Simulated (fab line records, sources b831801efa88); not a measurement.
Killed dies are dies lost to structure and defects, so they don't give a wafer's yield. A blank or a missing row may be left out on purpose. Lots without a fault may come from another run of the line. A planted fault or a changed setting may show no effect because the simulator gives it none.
Chamber matching | flow sky130 | SKY_CONTACT_HDPCVD_02 on hdpcvd-01: 3 sister chambers
The step deposits SiO2, target thk 565 nm, time 94.2 s. 14 wafers are shown with their chamber, then 7 later ones without.

WAFERS WITH THEIR CHAMBER
wafer  | chamber | pressure_mtorr (mTorr) | sih4_flow_sccm (sccm)
L722.3 | 1       | 5.978                  | 60.08
L722.4 | 2       | 6.006                  | 60.09
L722.6 | 0       | 5.994                  | 60.05
L725.1 | 2       | 5.981                  | 59.92
L725.3 | 0       | 6.026                  | 59.90
L725.5 | 0       | 6.016                  | 60.29
L734.2 | 2       | 5.980                  | 60.09
L734.4 | 2       | 6.002                  | 59.87
L734.5 | 1       | 6.022                  | 59.94
L736.1 | 0       | 6.028                  | 59.70
L736.3 | 1       | 5.997                  | 60.00
L736.5 | 0       | 5.998                  | 60.36
L737.2 | 1       | 6.013                  | 60.03
L737.3 | 2       | 5.982                  | 59.98

SIGNATURES (means of the wafers above)
reading        | chamber 0 | chamber 1 | chamber 2 | scatter within a chamber
pressure_mtorr | 6.01240   | 6.00250   | 5.99020   | 0.0158
sih4_flow_sccm | 60.0600   | 60.0125   | 59.9900   | 0.178
Rule: a wafer's distance from a chamber is the root of the sum, over the readings, of the square of ((its reading less the chamber's mean) divided by the reading's scatter). The wafer belongs to the nearest chamber; if the next one is less than 2 further off, it can't be placed. The scatter: the root of (the sum of the squares of (reading less its chamber's mean) over the shown wafers, divided by (wafers less chambers)).

WAFERS WITHOUT THEIR CHAMBER
wafer  | pressure_mtorr (mTorr) | sih4_flow_sccm (sccm)
L737.4 | 5.984                  | 59.76
L738.3 | 6.026                  | 60.18
L738.5 | 6.002                  | 59.71
L738.6 | 6.010                  | 60.16
L740.1 | 5.986                  | 60.00
L740.2 | 5.997                  | 59.98
L740.4 | 6.013                  | 59.94

WHICH CHAMBER EACH WENT THROUGH
wafer  | from the rows above          | in truth
L737.4 | can't be placed: 2 or 1 or 0 | 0
L738.3 | can't be placed: 0 or 1 or 2 | 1
L738.5 | can't be placed: 1 or 2 or 0 | 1
L738.6 | can't be placed: 0 or 1 or 2 | 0
L740.1 | can't be placed: 2 or 1 or 0 | 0
L740.2 | can't be placed: 1 or 2 or 0 | 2
L740.4 | can't be placed: 0 or 1 or 2 | 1
Placed correctly: 0 of 7. Can't be placed from these rows: 7 (the true chamber is among the candidates in 7). Placed wrongly: 0.
